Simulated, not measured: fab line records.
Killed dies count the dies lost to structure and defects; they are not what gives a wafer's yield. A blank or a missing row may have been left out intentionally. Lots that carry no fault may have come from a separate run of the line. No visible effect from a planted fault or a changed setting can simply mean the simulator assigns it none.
Split-lot trial	flow gf180mcu	5 lots, 27 wafers read, on a route of 602 steps

SPLIT DETAILS
At GF_STI_OXIDATION_21 (stabilise 600 s, purge 300 s, target thk 15 nm), the setting ox time s was moved away from the recipe's 458 s on 18 of the 27 wafers read, by -35.6% to +58.7%. The other wafers ran this setting at the recipe's value.

The file shows no step between the split and the reading.

THE READING
At GF_STI_THK_MEAS_22: STI_OXIDATION_01_THK, given in nm. A value of 14.82 nm with a standard deviation of 0.22 nm is what fault-free wafers of this fab line usually give.

wafer	tool, chamber at the split	ox time s as run, s	against the recipe	STI_OXIDATION_01_THK, nm	against lot-mates on the recipe
L075.1	-, -	458	recipe	14.81	-
L075.2	-, -	458	recipe	15.06	-
L075.3	-, -	458	recipe	15.03	-
L075.4	-, -	458	recipe	14.86	-
L075.5	-, -	458	recipe	15.14	-
L075.6	-, -	458	recipe	14.99	-
L077.1	-, -	726.9	+58.7%	19.27	no lot-mate on the recipe
L077.2	-, -	726.9	+58.7%	19.20	no lot-mate on the recipe
L077.3	-, -	726.9	+58.7%	19.32	no lot-mate on the recipe
L077.4	-, -	726.9	+58.7%	19.48	no lot-mate on the recipe
L077.5	-, -	726.9	+58.7%	19.18	no lot-mate on the recipe
L077.6	-, -	726.9	+58.7%	19.28	no lot-mate on the recipe
L080.1	-, -	304.1	-33.6%	11.89	no lot-mate on the recipe
L080.2	-, -	304.1	-33.6%	11.85	no lot-mate on the recipe
L080.3	-, -	304.1	-33.6%	12.11	no lot-mate on the recipe
L080.4	-, -	304.1	-33.6%	11.69	no lot-mate on the recipe
L080.5	-, -	304.1	-33.6%	11.92	no lot-mate on the recipe
L080.6	-, -	304.1	-33.6%	11.85	no lot-mate on the recipe
L084.2	furnace-02, 0	458	recipe	14.71	-
L084.5	furnace-02, 0	458	recipe	14.71	-
L084.6	furnace-02, 0	458	recipe	14.78	-
L085.1	-, -	295.1	-35.6%	11.56	no lot-mate on the recipe
L085.2	-, -	295.1	-35.6%	11.57	no lot-mate on the recipe
L085.3	-, -	295.1	-35.6%	11.56	no lot-mate on the recipe
L085.4	-, -	295.1	-35.6%	11.88	no lot-mate on the recipe
L085.5	-, -	295.1	-35.6%	11.47	no lot-mate on the recipe
L085.6	-, -	295.1	-35.6%	11.22	no lot-mate on the recipe

THE FIT
A straight line over all 27 wafers: STI_OXIDATION_01_THK changes by +0.0814 nm for each +1% of ox time s; r = +1.00; the points scatter about the line by 0.25 nm.
Too few moved wafers have a lot-mate on the recipe to fit a line with each lot's own level taken away.

THE WHOLE CHAIN: every reading that the file lists as answering this split, in the file's order
step	what it does	reading	change (the file's fit)	r (the file's)
GF_STI_OXIDATION_21	stabilise 600 s, purge 300 s, target thk 15 nm	SiO2_of_STI_OXIDATION_21.thk nm (the simulator's own value, which no gauge read)	+0.0815 nm for each +1% of the setting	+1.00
GF_STI_THK_MEAS_22		STI_OXIDATION_01_THK	+0.0814 for each +1% of the setting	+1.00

FILE'S OWN FIT
STI_OXIDATION_01_THK changes by +0.0814 nm for each +1% of ox time s, r = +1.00.
